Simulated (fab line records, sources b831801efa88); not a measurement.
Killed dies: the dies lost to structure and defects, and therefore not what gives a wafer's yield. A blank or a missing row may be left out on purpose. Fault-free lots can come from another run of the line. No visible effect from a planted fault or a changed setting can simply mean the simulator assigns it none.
Chamber matching | flow gf180mcu | rie si-02 running GF_STI_ETCH_14: 4 sister chambers
The step etches Si in HBr/Cl2/O2, target depth 360 nm, time 102.9 s. 8 wafers are shown with their chamber, then 7 later ones without.

WAFERS WITH THEIR CHAMBER
wafer  | chamber | drypump motor current A (A) | oes product au (a.u.)
L177.5 | 3       | 6.2                         | 1.005
L183.3 | 0       | 5.9                         | 0.998
L183.5 | 3       | 6.2                         | 0.999
L185.3 | 1       | 6.0                         | 1.019
L185.4 | 2       | 6.2                         | 1.010
L185.5 | 1       | 6.1                         | 1.018
L186.1 | 2       | 6.2                         | 1.002
L186.5 | 0       | 5.9                         | 1.010

WAFERS WITH NO CHAMBER GIVEN
wafer  | drypump motor current A (A) | oes product au (a.u.)
L186.6 | 6.1                         | 1.018
L187.2 | 6.2                         | 1.004
L187.4 | 6.2                         | 1.000
L187.6 | 6.1                         | 1.008
L188.2 | 6.1                         | 1.007
L188.3 | 6.2                         | 0.991
L188.4 | 6.2                         | 1.005

EACH ONE'S CHAMBER
wafer  | from the rows above          | in truth
L186.6 | 1                            | 1
L187.2 | can't be placed: 2 or 3      | 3
L187.4 | can't be placed: 3 or 2      | 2
L187.6 | can't be placed: 1 or 2 or 3 | 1
L188.2 | can't be placed: 1 or 2 or 3 | 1
L188.3 | can't be placed: 3 or 2      | 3
L188.4 | can't be placed: 2 or 3      | 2
Correctly placed: 1 of 7. These rows do not allow placing 6 (true chamber among the candidates in 6). 0 placed wrongly.
How it was worked out, from the rows above alone: a wafer's distance from a chamber is the root of the sum, over the readings, of the square of ((its reading less the chamber's mean) divided by the reading's scatter). The wafer belongs to the nearest chamber; if the next one is less than 2 further off, it can't be placed. For every chamber, the mean is computed from those of its wafers that are shown. The scatter: the root of (the sum of the squares of (reading less its chamber's mean) over the shown wafers, divided by (wafers less chambers)).
